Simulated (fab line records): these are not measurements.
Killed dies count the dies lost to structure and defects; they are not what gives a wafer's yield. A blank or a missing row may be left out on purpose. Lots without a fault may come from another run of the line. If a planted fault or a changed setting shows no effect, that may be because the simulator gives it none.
Lot-split experiment	flow sky130	on a route of 708 steps: 5 lots, 23 wafers read

SPLIT DETAILS
At SKY_LDD_HVP_COAT_02 (resist thk 300 nm), the setting resistThkNm was moved away from the recipe's 300 nm on 9 of the 23 wafers read, by +1.7% to +5.1%. For the rest of the wafers, this setting stayed at what the recipe calls for.

Reading taken at the split's own step.

THE READING
NOVOLAK_of_LDD_HVP_COAT_02.thkNm (the simulator's own value, which no gauge read), in nm, at SKY_LDD_HVP_COAT_02 (resist thk 300 nm). No usual value for it is given in the file. The 14 wafers here that ran the recipe average 299.5 nm, standard deviation 1.1 nm.

wafer	tool, chamber at the split	resistThkNm as run, nm	against the recipe	NOVOLAK_of_LDD_HVP_COAT_02.thkNm, nm	against lot-mates on the recipe
L074.2	lithoTrack-01, 0	300	recipe	300.4	-
L074.3	lithoTrack-01, 0	300	recipe	300.5	-
L074.4	lithoTrack-01, 0	300	recipe	300.6	-
L075.1	lithoTrack-04, 0	300	recipe	300.1	-
L075.2	lithoTrack-04, 0	305.2	+1.7%	306.4	+6.1
L075.3	lithoTrack-04, 0	300	recipe	300.5	-
L075.5	lithoTrack-04, 0	305.2	+1.7%	306.2	+5.9
L075.6	lithoTrack-04, 0	305.2	+1.7%	306.2	+5.9
L080.1	lithoTrack-04, 0	300	recipe	300	-
L080.2	lithoTrack-04, 0	300	recipe	299.7	-
L080.3	lithoTrack-04, 0	315.2	+5.1%	315.6	+15.8
L080.4	lithoTrack-04, 0	315.2	+5.1%	315.4	+15.5
L080.5	lithoTrack-04, 0	315.2	+5.1%	315.4	+15.5
L083.1	lithoTrack-01, 0	314.5	+4.8%	315.6	+15.0
L083.2	lithoTrack-01, 0	314.5	+4.8%	315.3	+14.7
L083.3	lithoTrack-01, 0	300	recipe	300.2	-
L083.5	lithoTrack-01, 0	300	recipe	301.1	-
L083.6	lithoTrack-01, 0	314.5	+4.8%	315.7	+15.1
L085.1	lithoTrack-03, 0	300	recipe	298.4	-
L085.2	lithoTrack-03, 0	300	recipe	298.3	-
L085.3	lithoTrack-03, 0	300	recipe	297.8	-
L085.4	lithoTrack-03, 0	300	recipe	297.7	-
L085.6	lithoTrack-03, 0	300	recipe	298.1	-

THE FIT
A straight line over all 23 wafers: NOVOLAK_of_LDD_HVP_COAT_02.thkNm changes by +3.23 nm for each +1% of resistThkNm; r = +0.99; the points scatter about the line by 1 nm.
The same after taking each lot's own level away (the mean of its wafers on the recipe; 23 wafers): +3.08 nm for each +1%; r = +1.00; scatter 0.32 nm.
That fit puts the effect of the largest move of resistThkNm on the reading at 16 nm.
The lots' own levels span 298.06 to 300.65 nm, that is 2.3 times the standard deviation above.
The two slopes agree, so the slope changes little with the lot-to-lot level.
Check: +15.7 nm against its lot-mates is what the line predicts for one of the wafers moved furthest among these (+5.1%) when that wafer is left out of the fit. It came out at +15.8 nm against them.

THE WHOLE CHAIN: every reading that the file lists as answering this split, in the file's order
step	what it does	reading	change (the file's fit)	r (the file's)
SKY_LDD_HVP_COAT_02	resist thk 300 nm	NOVOLAK_of_LDD_HVP_COAT_02.thkNm (the simulator's own value, which no gauge read)	+3.1 nm for each +1% of the setting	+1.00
SKY_LDD_HVP_STRIP_09	strips in O2/N2	stripTimeToEndpointS	withheld for each +1% of the setting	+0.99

THE FILE'S OWN FIT
NOVOLAK_of_LDD_HVP_COAT_02.thkNm changes by +3.1 nm for each +1% of resistThkNm, r = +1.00.
